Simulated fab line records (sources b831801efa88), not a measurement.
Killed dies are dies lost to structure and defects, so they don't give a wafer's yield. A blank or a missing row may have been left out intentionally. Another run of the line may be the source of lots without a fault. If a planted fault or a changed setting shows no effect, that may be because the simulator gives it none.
2 desks, one fault ; flow sky130 ; every desk sees just its own numbers, and what lay behind them comes last

## THE METROLOGY DESK
What the gauges read for every lot (on any tool): the sampled wafers with a number, averaged. Marked OUT: a lot whose mean sits more than 4 standard deviations from the usual mean, which makes it out of limits; the brackets give that distance.
Columns: A = FIELD_ISO_CVD_24_THK at SKY_FIELD_ISO_THK_MEAS_25, usual 592 nm; B = VT_ADJUST_NCORE_OVL at SKY_VT_ADJUST_NCORE_OVL_MEAS_08, usual 0.0 nm
lot;first seen here;A;B
L696;day 2 06:02;588;0.6
L698;day 2 19:04;599;-0.2
L704;day 4 01:15;593;0.8
L705;day 4 06:41;597;-2.3
L706;day 4 12:17;589;-0.8
L707;day 4 18:05;588;-1.9
L708;day 4 23:41;595;-1.6
L709;day 5 04:32;593;-123.6 (-77) OUT
L710;day 5 08:32;592;-123.3 (-77) OUT
L718;day 7 18:56;584;-124.7 (-78) OUT
L719;day 7 18:56;592;1.2
This desk finds L709, L710, L718 out of limits, with the earliest case on L709 at day 12 09:59 (VT_ADJUST_NCORE_OVL at SKY_VT_ADJUST_NCORE_OVL_MEAS_08). Within limits: L696, L698, L704, L705, L706, L707, L708, L719.

## FOR THE TOOL OWNER'S DESK: ilineStepper-02
The tool's own readings at SKY_VT_ADJUST_NCORE_EXPOSE_04 (exposes mask LVTN COMPLEMENT THIN, target cd 380 nm): means of the sampled wafers that have a number, for each lot that ran on this tool. Marked OUT: a lot whose mean sits more than 4 standard deviations from the usual mean, which makes it out of limits; the brackets give that distance.
Columns: A = focusOffsetNm at SKY_VT_ADJUST_NCORE_EXPOSE_04, usual 0.1 nm; B = stageVelMmS at SKY_VT_ADJUST_NCORE_EXPOSE_04, usual 500.04 mm/s
lot;first seen here;A;B
L696;day 7 23:59;0.3;500.17
L698;day 8 17:52;-0.1;500.38
L704;day 10 07:30;-0.5;500.10
L705;day 10 16:05;0.4;499.69
L707;day 11 11:48;-0.2;499.54
L708;day 11 12:59;0.2;499.80
L709;day 11 21:38;0.7;499.89
L710;day 12 00:20;0.2;500.34
L718;day 15 13:26;-0.2;500.13
Finding of this desk: none of the 9 lots has anything out of limits.

## PUT TOGETHER
An alarm was possible from the metrology desk at day 12 09:59, on L709, L710, L718.
The tool owner's desk saw nothing out of limits.
Tool owner's desk: L709, L710, L718 on record, inside its limits.
SKY_VT_ADJUST_NCORE_EXPOSE_04 was run on ilineStepper-02 by each of the lots named.

## WHAT THE SIMULATOR HAD INSERTED
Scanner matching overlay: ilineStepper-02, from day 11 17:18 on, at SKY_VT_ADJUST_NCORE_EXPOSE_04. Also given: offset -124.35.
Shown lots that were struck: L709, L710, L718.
Time in hours between the start of the fault and the first out-of-limits reading at each desk: metrology desk, 17.
